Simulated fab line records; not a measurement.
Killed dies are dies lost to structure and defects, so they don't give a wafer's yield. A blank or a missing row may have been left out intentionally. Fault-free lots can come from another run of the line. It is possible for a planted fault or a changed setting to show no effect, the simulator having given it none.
Struck lot and sound lot, side by side | flow gf180mcu | 15 steps out of a route of 602
Sound: the wafers L608.2, L608.3, L608.5. Struck: wafers L615.4, L615.5, L615.6. The cause is named last.
Per side, at each step with rows, come the tool, then ch with its chambers, and then its first start. Under that, the readings that differ: sound wafers | struck wafers | difference of the means | sigmas: that difference in standard deviations of wafers without a fault.
alike: words and numbers the same on both sides, and readings whose means are apart by under 2 such deviations; not compared: readings that were withheld, readings missing a value for some wafer, numbers with overlapping values and no deviation given by the record, and bounds like >300 which may hide the same value.
The two part at a step that has a row with sigmas, a row that says differs or no value, or rows on one side only. Non-overlapping numbers with no deviation appear without sigmas and do not part them. A reading missing from all wafers of one side parts the sides only when that side holds two or more wafers.

first, 6 steps without rows for these wafers: GF_PSD_HMDS_01 (prime time 60 s); GF_PSD_COAT_02 (resist thk 1000 nm); GF_PSD_SOFTBAKE_03 (time 60 s); GF_PSD_EXPOSE_04 (exposes mask Pplus, target cd 400 nm); GF_PSD_PEB_05; GF_PSD_DEVELOP_06 (develop time 60 s).
GF_PSD_CD_MEAS_07 targets a cd of 400 nm.
  sound on cdSem-01, day 16 18:00; struck on cdSem-02, day 19 10:22
  alike: cdNm
GF_PSD_OVL_MEAS_08:
  sound on overlay-02, day 16 18:07; struck on overlay-02, day 19 10:27
  alike: PSD_OVL
after that, 1 step had no rows for these wafers: GF_PSD_IMPLANT_09.
GF_PSD_STRIP_10: strips in O2/N2.
  sound on plasmaAsher-01 ch 0,1, day 16 18:17; struck on plasmaAsher-01 ch 0,1, day 19 10:39
  alike: drypumpMotorCurrentA, heaterPowerW, oesProductAu, stripTimeToEndpointS
  not compared: rfHoursCounterH
GF_PSD_TW_MEAS_11:
  sound on filmMetro-02, day 16 18:24; struck on filmMetro-02, day 19 10:45
  alike: PSD_TW
then, 1 step without rows for these wafers: GF_PSD_CLEAN_12 (cleans in SC1/SC2, time 150 s).
GF_PSD_RTA_13: time 20 s.
  sound on rtpAnneal-01 ch 0, day 16 18:31; struck on rtpAnneal-02, day 19 10:52
  no value came back on the struck wafers for annealTempCMax, chamberO2Ppm, lampPowerPct (%), wafer_temp_C_max; on the sound wafers annealTempCMax reads 1028.9 1029.8 1028.4
GF_PSD_RS_MEAS_14: the measuring method here is four-point-probe.
  sound on filmMetro-03, day 16 18:37; struck on filmMetro-02, day 19 10:58
reading         | sound             | struck | difference                    | sigmas
NSD_RS (ohm/sq) | 46.21 46.04 46.25 | - - -  | no value on the struck wafers | 
GF_PSD_RS_MEAS_15: the measuring method here is four-point-probe.
  sound on filmMetro-03, day 16 18:44; struck on filmMetro-02, day 19 11:05
reading         | sound                | struck | difference                    | sigmas
PSD_RS (ohm/sq) | 108.98 108.46 109.14 | - - -  | no value on the struck wafers | 

WHERE THEY PART
At GF_PSD_RTA_13 first; at GF_PSD_RS_MEAS_15 last (within this record only).

WHY: what had been put in by the simulator
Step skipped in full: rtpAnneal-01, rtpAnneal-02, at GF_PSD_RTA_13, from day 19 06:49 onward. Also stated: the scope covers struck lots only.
